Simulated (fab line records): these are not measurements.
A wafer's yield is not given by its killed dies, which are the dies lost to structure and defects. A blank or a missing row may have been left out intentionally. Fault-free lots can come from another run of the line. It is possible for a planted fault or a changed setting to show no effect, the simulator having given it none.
Which tool did it? | flow sky130 | route of 708 steps, sampled at 1 step: 12 lots, 36 wafers

WHAT THE GAUGES SHOWED, per wafer
SKY_CONTACT_THK_MEAS_01.
lot  | measured     | on            | CONTACT_CVD_00_THK (nm)
L075 | day 31 14:23 | film-metro-02 | 73.8 74.4 75.4
L077 | day 31 16:51 | film-metro-03 | 74.3 75.7 75.0
L078 | day 31 23:49 | film-metro-01 | 75.8 75.6 75.9
L081 | day 32 19:27 | film-metro-03 | 75.2 73.6 76.0
L084 | day 33 11:11 | film-metro-02 | 73.9 74.0 75.2
L085 | day 33 16:17 | film-metro-03 | 75.0 75.0 74.5
L087 | day 34 19:58 | film-metro-03 | 74.4 76.3 76.1
L089 | day 35 05:17 | film-metro-03 | 74.1 74.2 75.0
L091 | day 35 21:04 | film-metro-02 | 74.4 74.8 76.5
L093 | day 36 16:41 | film-metro-02 | 74.4 75.1 74.8
L095 | day 37 22:47 | film-metro-03 | 74.2 74.8 74.7
L096 | day 38 16:49 | film-metro-02 | 75.0 75.3 76.7

TOOL THAT RAN EACH LOT (tool first, then ch and the chambers of the sampled wafers, then the start)
The record shows no process step preceding these readings.

THE ANSWER, worked out from the rows above alone
Rule: the lots themselves supply what counts as usual. The widest of any qualifying gaps counts: lots, ordered by their means at a reading, are off when they make up no more than a third of the lots, leave a main group of 4 or more, and stand apart from it by 3 or more times the standard deviation of that group's means. A main group whose means are all the same, to the digits that the tables above print for the reading, isn't used. Also off: a lot with no number at a reading for which 4 or more lots have one. The other lots that the step has rows for count as sound.
No lot is off on any of the readings shown, so nothing can be concluded from this.

WHAT THE SIMULATOR PUT IN
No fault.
